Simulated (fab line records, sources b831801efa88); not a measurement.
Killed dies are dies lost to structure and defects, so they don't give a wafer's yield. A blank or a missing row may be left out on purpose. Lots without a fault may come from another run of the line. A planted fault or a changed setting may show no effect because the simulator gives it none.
A struck lot beside a sound one | flow sky130 | 44 steps out of a route of 708
Sound: wafers L776.2, L776.4, L776.5. Struck: wafers L778.2, L778.4, L778.6. The cause comes at the end.
At each step with rows: each side's tool, then ch and its chambers, then its first start. Under that, the readings that differ: sound wafers | struck wafers | difference of the means | sigmas: that difference in standard deviations of wafers without a fault.
alike: readings whose means differ by less than 2 such deviations, and words and numbers that are the same on both sides. not compared: withheld readings, readings that some wafer has no value for, bounds like >300 that may hide the same value, and numbers for which the record gives no deviation and whose values overlap.
The two part at a step that has a row with sigmas, a row that says differs or no value, or rows on one side only. Numbers that don't overlap but have no deviation are shown without sigmas and don't part them. A reading that every wafer of one side lacks parts them only if that side has two wafers or more.

first, 5 steps without rows for these wafers: SKY_FIELD_ISO_WET_ETCH_18 (etches Si3N4 in H3PO4, target depth 25 nm, time 286 s); SKY_FIELD_ISO_CLEAN_19 (cleans in SC1/SC2, time 150 s); SKY_FIELD_ISO_CLEAN_20 (cleans in dHF, time 20 s); SKY_FIELD_ISO_WET_ETCH_21 (etches SiO2 in dHF, target depth 20 nm, time 400 s); SKY_FIELD_ISO_OXIDATION_22 (stabilise 600 s, purge 300 s, target thk 10 nm).
SKY_FIELD_ISO_THK_MEAS_23:
  sound on film_metro-03, day 3 05:14; struck on film_metro-01, day 3 12:52
  alike: FIELD_ISO_OXIDATION_01_THK
then, 1 step without rows for these wafers: SKY_FIELD_ISO_CVD_24 (deposits SiO2, target thk 595 nm, time 99.2 s).
SKY_FIELD_ISO_THK_MEAS_25:
  sound on film_metro-01, day 3 05:22; struck on film_metro-02, day 3 13:02
  alike: FIELD_ISO_CVD_24_THK
then, 1 step without rows for these wafers: SKY_FIELD_ISO_ANNEAL_26 (time 1800 s).
SKY_FIELD_ISO_CMP_27: polishes, stops on Si3N4, t overpolish 16 s, target thk 457.8 nm.
  sound on cmp-01 ch 1,2, day 3 06:55; struck on cmp-01 ch 0,1,2, day 3 15:06
  alike: motor_current_A, overpolish_run_s, retaining_ring_pressure_frac, time_to_endpoint_s
then, 2 steps without rows for these wafers: SKY_FIELD_ISO_WET_ETCH_28 (etches SiO2 in dHF, target depth 23.7 nm, time 47 s); SKY_FIELD_ISO_WET_ETCH_29 (etches Si3N4 in H3PO4, target depth 160 nm, time 1825 s).
SKY_FIELD_ISO_WET_ETCH_30: etches SiO2 in dHF, target depth 25 nm, time 50 s.
  sound on wet_bench-01 ch 0, day 3 07:48; struck on wet_bench-02 ch 1, day 3 15:50
  reading                                    | sound             | struck            | difference | sigmas
  bath_heat_duty_pct (%)                     | 4.8 5.7 5.2       | 29.0 29.1 30.9    | +24.4      | +34
  temp_c (C)                                 | 25.15 25.15 24.97 | 42.12 42.26 42.21 | +17.11     | +99 or more
  model.SiO2_of_FIELD_ISO_CVD_24.thk_nm (nm) | 404.8 405.5 404.5 | 382.1 380.4 381   | -23.8      |
then, 2 steps without rows for these wafers: SKY_NWELL_CLEAN_00 (cleans in SC1/SC2, time 150 s); SKY_NWELL_OXIDATION_01 (stabilise 600 s, purge 300 s, target thk 10 nm).
SKY_NWELL_THK_MEAS_02:
  sound on film_metro-02, day 3 10:14; struck on film_metro-04, day 3 17:19
  alike: NWELL_OXIDATION_THK
then, 8 steps without rows for these wafers: SKY_DNWELL_DEHYDRATE_00 (time 60 s); SKY_DNWELL_HMDS_01 (prime time 60 s); SKY_DNWELL_COAT_02 (resist thk 3000 nm); SKY_DNWELL_SOFTBAKE_03; SKY_DNWELL_EXPOSE_04 (exposes mask DNM, target cd 3000 nm); SKY_DNWELL_PEB_05; SKY_DNWELL_DEVELOP_06 (develop time 60 s); SKY_DNWELL_IMPLANT_07.
SKY_DNWELL_STRIP_08: strips in O2/N2.
  sound on plasma_asher-02 ch 1, day 4 02:56; struck on plasma_asher-04 ch 0,1, day 4 09:31
  alike: drypump_motor_current_A, oes_product_au, strip_time_to_endpoint_s
  not compared: rf_hours_counter_h
SKY_DNWELL_TW_MEAS_09:
  sound on film_metro-04, day 4 03:03; struck on film_metro-04, day 4 09:38
  alike: DNWELL_TW
then, 7 steps without rows for these wafers: SKY_PWDE_DEHYDRATE_00 (time 60 s); SKY_PWDE_HMDS_01 (prime time 60 s); SKY_PWDE_COAT_02 (resist thk 2957 nm); SKY_PWDE_SOFTBAKE_03; SKY_PWDE_EXPOSE_04 (exposes mask PWDEM, target cd 840 nm); SKY_PWDE_PEB_05; SKY_PWDE_DEVELOP_06 (develop time 60 s).
SKY_PWDE_OVL_MEAS_07:
  sound on overlay-02, day 4 20:07; struck on overlay-02, day 5 02:55
  alike: PWDE_OVL
then, 1 step without rows for these wafers: SKY_PWDE_IMPLANT_08.
SKY_PWDE_STRIP_09: strips in O2/N2.
  sound on plasma_asher-04 ch 0,1, day 4 20:18; struck on plasma_asher-04 ch 1, day 5 03:05
  alike: drypump_motor_current_A, oes_product_au, strip_time_to_endpoint_s
  not compared: rf_hours_counter_h
SKY_PWDE_TW_MEAS_10:
  sound on film_metro-02, day 4 20:25; struck on film_metro-04, day 5 03:12
  alike: PWDE_TW
then, 5 steps without rows for these wafers: SKY_NWELL_DEHYDRATE_03 (time 60 s); SKY_NWELL_HMDS_04 (prime time 60 s); SKY_NWELL_COAT_05 (resist thk 3000 nm); SKY_NWELL_SOFTBAKE_06; SKY_NWELL_EXPOSE_07 (exposes mask NWM, target cd 840 nm).
-- the record jumps here: 25 days lie between the struck wafers' starts before and after (it left off in module NWELL and takes up again in module SALICIDE, whose first step shown is number 361 of the route) --
SKY_SALICIDE_CLEAN_00: cleans in HF-last, time 30 s.
  sound on wet_bench-03 ch 3, day 29 07:10; struck on wet_bench-02 ch 2, day 29 19:00
  reading                                    | sound             | struck          | difference | sigmas
  model.SiO2_of_FIELD_ISO_CVD_24.thk_nm (nm) | 358.9 359.3 358.4 | 335.9 334.4 335 | -23.8      |
-- the record jumps here: 17 days lie between the struck wafers' starts before and after (it left off in module SALICIDE and takes up again in module PAD_OPEN, whose first step shown is number 708 of the route) --
SKY_PAD_OPEN_PROBE_99:
  sound on prober-01, day 46 20:44; struck on prober-01, day 47 04:29
  reading                                 | sound                         | struck                        | difference | sigmas
  model.etest.res_p_drift_20v.line_ohm_um | 1.13e+04 1.111e+04 1.105e+04  | 9216 9498 9379                | -1789      |
  model.etest.res_p_drift_20v.rs_ohm_sq   | 9564 9366 9245                | 7754 8050 7904                | -1489      |
  model.etest.pfet_16v.r_on_ohm_um        | 1.555e+04 1.544e+04 1.526e+04 | 1.428e+04 1.462e+04 1.445e+04 | -9.667e+02 |
  model.etest.res_iso_pwell.rs_ohm_sq     | 3427 3289 3279                | 2369 2526 2493                | -869       |
  model.etest.res_iso_pwell.line_ohm_um   | 1295 1242 1228                | 889.7 948 922.1               | -335.1     |
  model.etest.res_nwell.rs_ohm_sq         | 1032 998.5 1003               | 859.7 894.7 880               | -133.0     |
  model.etest.cap_poly_to_well.c_af_um2   | 90.32 92.77 93.31             | 102.6 96.36 99.47             | +7.3       |
  model.etest.cap_li_to_poly.c_af_um2     | 96.85 99.5 98.44              | 91.36 93.37 89.97             | -6.70      |
  alike: killed_at_M0_to_M3, killed_at_M4_up, killed_at_contacts, killed_at_front_end, killed_at_other, killed_dies, killed_open, killed_short

WHERE THEY PART
Only at SKY_FIELD_ISO_WET_ETCH_30, within this record. Later steps at which nothing parts them and some readings are alike: SKY_NWELL_THK_MEAS_02, SKY_DNWELL_STRIP_08, SKY_DNWELL_TW_MEAS_09, SKY_PWDE_OVL_MEAS_07, SKY_PWDE_STRIP_09, SKY_PWDE_TW_MEAS_10, SKY_PAD_OPEN_PROBE_99.

WHY: what the simulator had put in
Process parameter drift: wet_bench-02, from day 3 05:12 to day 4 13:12, at SKY_FIELD_ISO_WET_ETCH_30. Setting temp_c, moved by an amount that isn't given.
